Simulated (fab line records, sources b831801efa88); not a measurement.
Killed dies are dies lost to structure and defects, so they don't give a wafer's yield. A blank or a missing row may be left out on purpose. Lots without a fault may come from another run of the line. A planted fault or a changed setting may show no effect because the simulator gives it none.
Which tool did it? | flow sky130 | 6 lots, 18 wafers sampled, at 3 steps of a route of 708

WHAT THE GAUGES READ, wafer by wafer
SKY_NWELL_RS_MEAS_31: measures by four-point-probe.
lot  | measured     | on            | PWDE_RS (ohm/sq)
L669 | day 5 11:07  | film_metro-01 | 5299 5277 5284
L671 | day 5 21:24  | film_metro-01 | 5263 5273 5264
L675 | day 6 21:19  | film_metro-02 | 5246 5245 5235
L684 | day 9 10:28  | film_metro-01 | 4843 4852 4861
L687 | day 10 03:13 | film_metro-02 | 5288 5283 5270
L690 | day 10 18:26 | film_metro-01 | 5248 5240 5254

WHICH TOOL RAN EACH LOT (tool, then ch and the chambers of the sampled wafers, then the start)
lot  | SKY_FIELD_ISO_CMP_27         | SKY_PWDE_IMPLANT_08
L669 | cmp-01 ch 0,1,2, day 2 14:19 | implanter-04 ch 0, day 4 00:32
L671 | cmp-02 ch 0,2,3, day 3 00:13 | implanter-04 ch 0, day 4 10:23
L675 | cmp-02 ch 0,2, day 3 21:17   | implanter-04 ch 0, day 5 08:03
L684 | cmp-01 ch 0,1,3, day 5 23:39 | implanter-04 ch 0, day 7 15:38
L687 | cmp-01 ch 0,3, day 6 13:46   | implanter-02 ch 0, day 8 08:14
L690 | cmp-01 ch 0,1,3, day 7 03:48 | implanter-02 ch 0, day 8 22:44
- SKY_FIELD_ISO_CMP_27: polishes, stops on Si3N4, t overpolish 16 s, target thk 457.8 nm.
- SKY_PWDE_IMPLANT_08

THE ANSWER, worked out from the rows above alone
Rule: what is usual is taken from the lots themselves. Put in order of their means at a reading, lots are off if they are a third of the lots or fewer, leave a main group of 4 or more, and stand apart from it by a gap of 3 or more times the standard deviation of the main group's means; of several such gaps the widest counts. A main group whose means are all the same, to the digits that the tables above print for the reading, isn't used. A lot without any number at a reading at which 4 lots or more have one is off too. The other lots that the step has rows for count as sound.
Off: L684, at SKY_NWELL_RS_MEAS_31 (PWDE_RS). The main group: mean 5265 ohm/sq, standard deviation 18.
A tool fits if, at a process step before that reading, it ran every lot that is off, and no sound lot after the first of them. The gauges at SKY_NWELL_RS_MEAS_31 are tried like those tools. One fits: implanter-04 at SKY_PWDE_IMPLANT_08. Its last sound lot is L675 (day 5 08:03), its first lot that is off L684 (day 7 15:38): a fault that began between those two fits.

WHAT THE SIMULATOR HAD PUT IN
Process parameter drift: implanter-04, from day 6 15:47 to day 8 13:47, at SKY_PWDE_IMPLANT_08. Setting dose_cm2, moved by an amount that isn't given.
Lots struck among those shown: L684. The rule above found the same.
